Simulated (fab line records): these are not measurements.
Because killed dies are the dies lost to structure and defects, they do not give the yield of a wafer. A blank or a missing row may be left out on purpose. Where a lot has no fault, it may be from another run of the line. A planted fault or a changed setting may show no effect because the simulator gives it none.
Chamber matching    flow gf180mcu    3 sister chambers for GF_CONTACT_CMP_04 on cmp-01
The step polishes SiO2. 14 wafers are shown with their chamber, then 5 later ones without.

## EACH WAFER AND ITS CHAMBER
wafer   chamber  motor-current-A (A)  time-to-endpoint-s (s)
L209.1  3        13.1                 115
L209.2  0        12.1                 120
L209.5  3        13.0                 126
L210.1  0        12.3                 114
L210.3  1        11.5                 111
L210.6  0        12.1                 125
L221.1  3        12.4                 117
L221.2  1        12.1                 102
L221.3  0        12.2                 112
L223.3  1        11.9                 101
L223.4  0        11.8                 113
L223.6  3        12.8                 115
L224.2  0        12.8                 120
L224.5  0        12.5                 123

SIGNATURES, as means of the wafers listed above
reading             chamber 0  chamber 1  chamber 3  scatter within a chamber
motor-current-A     12.257     11.833     12.825     0.315
time-to-endpoint-s  118.14     104.67     118.25     5.24
Rule: a wafer lies at a distance from a chamber equal to the root of the sum of squares, over the readings, of (its reading less the chamber's mean, divided by the reading's scatter). The wafer belongs to the nearest chamber; if the next one is less than 2 further off, it can't be placed. The scatter: take each reading less its chamber's mean, square it, sum over the shown wafers, divide by the number of wafers less the number of chambers, and take the root.

## WAFERS WITH NO CHAMBER GIVEN
wafer   motor-current-A (A)  time-to-endpoint-s (s)
L224.6  12.3                 119
L230.1  11.5                 111
L230.2  12.7                 116
L231.4  12.2                 120
L231.5  11.8                 115

## WHICH CHAMBER EACH WENT THROUGH
wafer   from the rows above           in truth
L224.6  can't be placed: 0 or 3       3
L230.1  can't be placed: 1 or 0       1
L230.2  can't be placed: 3 or 0       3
L231.4  can't be placed: 0 or 3       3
L231.5  can't be placed: 0 or 1 or 3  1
Correct placement for 0 of the 5. Cannot be placed on the basis of these rows: 5; the candidates contain the true chamber in 5. 0 placed wrongly.
